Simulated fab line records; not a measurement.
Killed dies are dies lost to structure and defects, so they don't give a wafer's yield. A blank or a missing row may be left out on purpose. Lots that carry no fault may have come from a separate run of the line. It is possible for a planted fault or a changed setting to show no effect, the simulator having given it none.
Problem report, 8D (eight disciplines) form, completed by code -- flow sky130 -- the parts of the form that need people (team, actions taken, sign-off) are left out

== 1. WHAT IS WRONG ==
Mean of developer temp C at SKY_LDD_N_DEVELOP_06: 23.93 C across 6 wafers in 2 lots; on wafers with no fault it is 23.02 C (standard deviation 0.1). That is +9.1 standard deviations from the usual mean.
The step: develop time 60 s.
Earliest sighting: wafer L529.1 on litho track-04 at day 21 20:07. Wafers with a number at this step in the record: 39, from 13 lots. Rule for "out" (also "out of limits"): further than 4 standard deviations from the usual mean. Any other wafer with a number is counted as sound.

== 2. WHAT IT IS AND WHAT IT IS NOT ==
question,is,is not
which readings at this step,developer temp C,-
which lots,"L529, L530","L521, L522, L523, L527, L533, L536, L537, L538, L539, L540, L541"
which wafers of those lots,all that have a number,-
read on which tools,litho track-04,"litho track-01, litho track-02"
when,from day 21 20:07,"up to then (12 sound wafers); but 21 sound wafers of L533, L536, L537, L538, L539, L540, L541 came after"

== 3. SUSPECTS, AND WHAT RULES EACH OUT ==
Counting: any tool at a process step up to the reading is kept as a suspect provided that every lot that is out went through it and no sound lot did after the first of them.
- rie diel-03 at SKY_SONOS_ONO_ETCH_15 (etches the open film in CHF3/O2, target depth 19.52 nm, time 7.8 s): ruled out as a lasting fault. After its first lot that is out, L529 (day 16 08:17), sound lots L533, L536, L537, L540 ran on it.
- litho track-04 at SKY_LDD_N_DEVELOP_06 (develop time 60 s): ruled out as a lasting fault. After its first lot that is out, L529 (day 21 20:07), sound lots L540, L541 ran on it.
Left after counting: nothing in the record.

== 4. THE CAUSE (what the simulator had put in) ==
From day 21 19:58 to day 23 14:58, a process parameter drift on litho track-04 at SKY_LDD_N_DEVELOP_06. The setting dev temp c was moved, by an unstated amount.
Counting ruled it out, wrongly.

== 5. SEQUENCE OF EFFECTS, ordered by route ==
Each row: a reading whose mean over the struck wafers that have a number lies more than 3 standard deviations from the usual. Only readings whose record carries a usual standard deviation are examined. hours: median over the lots of the time between each lot's start at the first step of this table that gives one and its start at this step. sigmas: the change, counted in usual standard deviations.
hours,step,reading,usual,on struck wafers,change,sigmas
0,SKY_LDD_N_DEVELOP_06,developer temp C,23.02 C,23.93,+0.91,+9.1
Its process steps:
- SKY_LDD_N_DEVELOP_06: develop time 60 s.

== 6. WHAT WOULD HAVE CAUGHT IT SOONER ==
In this record no reading fell out of limits until day 21 20:07, 0 hours after the fault had begun at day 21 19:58.
